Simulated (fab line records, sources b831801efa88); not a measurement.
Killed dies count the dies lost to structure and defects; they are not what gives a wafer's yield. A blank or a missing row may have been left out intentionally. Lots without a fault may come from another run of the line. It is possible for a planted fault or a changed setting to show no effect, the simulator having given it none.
Matching of chambers -- flow sky130 -- SKY_VIA1_CMP_02 on cmp-02: 4 sister chambers
The step polishes SiO2. 16 wafers are shown with their chamber, then 8 later ones without.

WAFERS, EACH WITH ITS CHAMBER
wafer,chamber,motor-current-A (A),platen-rpm (rpm)
L754.4,1,12.5,59.99
L754.5,0,12.5,60.01
L754.6,3,13.3,59.97
L762.3,1,11.7,59.98
L762.4,3,12.7,60.00
L762.6,2,11.6,59.97
L764.1,3,12.8,59.99
L764.2,1,12.8,59.98
L764.3,2,11.1,59.96
L766.1,1,12.2,59.96
L766.3,0,12.2,59.98
L766.4,2,11.1,60.05
L767.1,2,11.9,59.97
L767.4,1,12.6,59.98
L767.6,1,12.6,60.07
L768.1,3,12.7,60.01

SIGNATURES (averages over the wafers above)
reading,chamber 0,chamber 1,chamber 2,chamber 3,scatter within a chamber
motor-current-A,12.350,12.400,11.425,12.875,0.358
platen-rpm,59.9950,59.9933,59.9875,59.9925,0.0343
Rule: distance of a wafer from a chamber = root of the sum over the readings of ((wafer's reading minus chamber's mean) / reading's scatter) squared. The wafer belongs to the nearest chamber; if the next one is less than 2 further off, it can't be placed. The scatter is the square root of a quotient: the sum, over the shown wafers, of each reading's squared deviation from its chamber's mean, divided by wafers minus chambers.

WAFERS WITH NO CHAMBER GIVEN
wafer,motor-current-A (A),platen-rpm (rpm)
L768.2,12.3,60.06
L768.4,11.5,59.98
L769.2,12.3,59.95
L769.3,11.4,59.99
L769.4,12.9,60.05
L771.1,11.1,59.97
L771.3,13.2,59.92
L771.4,12.0,60.00

THE CHAMBER EACH PASSED THROUGH
wafer,from the rows above,in truth
L768.2,can't be placed: 0 or 1 or 3 or 2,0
L768.4,2,2
L769.2,can't be placed: 1 or 0 or 3 or 2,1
L769.3,2,2
L769.4,can't be placed: 3 or 1 or 0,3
L771.1,2,2
L771.3,can't be placed: 3 or 1 or 0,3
L771.4,can't be placed: 0 or 1 or 2 or 3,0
3 of 8 placed correctly. Cannot be placed on the basis of these rows: 5; the candidates contain the true chamber in 5. Number placed wrongly: 0.
